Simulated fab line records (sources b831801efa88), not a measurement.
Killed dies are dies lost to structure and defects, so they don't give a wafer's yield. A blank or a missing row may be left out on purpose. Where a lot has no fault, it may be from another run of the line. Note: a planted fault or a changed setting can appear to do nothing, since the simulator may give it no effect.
8D (eight disciplines) problem report, filled in by code ; flow sky130 ; the parts of the form that need people (team, actions taken, sign-off) are left out

== 1. THE PROBLEM ==
Wafers without a fault read 410.1 nm, standard deviation 2.4; cd_nm at SKY_SONOS_ONO_CD_MEAS_13 reads a mean of 386.6 nm on 6 wafers belonging to 2 lots. Relative to the usual mean, that is a shift of -9.8 standard deviations.
The step: target cd 410 nm.
Earliest sighting: wafer L304.2 on cd_sem-02 at day 16 23:02. At this step, 39 wafers from 13 lots have a number in the record. The rule behind "out" and "out of limits": a value lying over 4 standard deviations away from the usual mean. All remaining wafers that have a number are taken as sound.

== 2. WHAT IT IS; WHAT IT IS NOT ==
question;is;is not
which readings at this step;cd_nm;-
which lots;L304, L307;L295, L296, L297, L298, L303, L305, L311, L312, L313, L315, L316
which wafers of those lots;all that have a number;-
read on which gauges;cd_sem-02;cd_sem-01
when;from day 16 23:02;"up to then (18 sound wafers); but 15 sound wafers of L311, L312, L313, L315, L316 came after"

== 3. SUSPECTS, AND WHAT RULES EACH OUT ==
Counting: any tool at a process step up to the reading is kept as a suspect provided that every lot that is out went through it and no sound lot did after the first of them.
- the gauge at SKY_SONOS_ONO_CD_MEAS_13: kept. All the wafers that are out were read on cd_sem-02, and no step on other tools shows them out.
- litho_track-01 at SKY_SONOS_ONO_DEVELOP_12 (develop time 60 s): kept. Every lot that is out went through it, starting with L304 (day 16 22:53), and after that it ran no sound lot; the last sound lot it ran before then is L303 (day 16 12:20).
Remaining after the count are litho_track-01 at SKY_SONOS_ONO_DEVELOP_12 and cd_sem-02 at SKY_SONOS_ONO_CD_MEAS_13.

== 4. THE CAUSE (what the simulator had put in) ==
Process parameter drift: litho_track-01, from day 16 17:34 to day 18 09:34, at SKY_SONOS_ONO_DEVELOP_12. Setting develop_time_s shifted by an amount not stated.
Counting left 2 suspects, and this tool is among them.

== 5. THE CHAIN OF EFFECTS, in route order ==
Each row: a reading whose mean over the struck wafers that have a number lies more than 3 standard deviations from the usual. Readings are gone through only where the record gives a usual standard deviation; hours: the median, over the lots, of the time from a lot's start at the first step in this table giving one to that lot's start at this step; sigmas: the change measured in usual standard deviations.
hours;step;reading;usual;on struck wafers;change;sigmas
0;SKY_SONOS_ONO_CD_MEAS_13;cd_nm;410.1 nm;386.6;-23.5;-9.8
Later steps that measure or inspect, where all struck wafers having a row at the step show a number for every such reading and not one has moved that far: SKY_SD_N_TW_MEAS_12, SKY_LI_CONTACT_RS_MEAS_22.

== 6. WHAT WOULD HAVE CAUGHT IT SOONER ==
Counted from the fault's start at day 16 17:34, it took 5 hours until the first out-of-limits reading at a measuring or inspecting step in this record, taken at day 16 23:02.
L307, from the lots that are out (2), started SKY_SONOS_ONO_DEVELOP_12 on litho_track-01 later than day 16 23:02. A tool hold placed at that time would have kept it from harm.
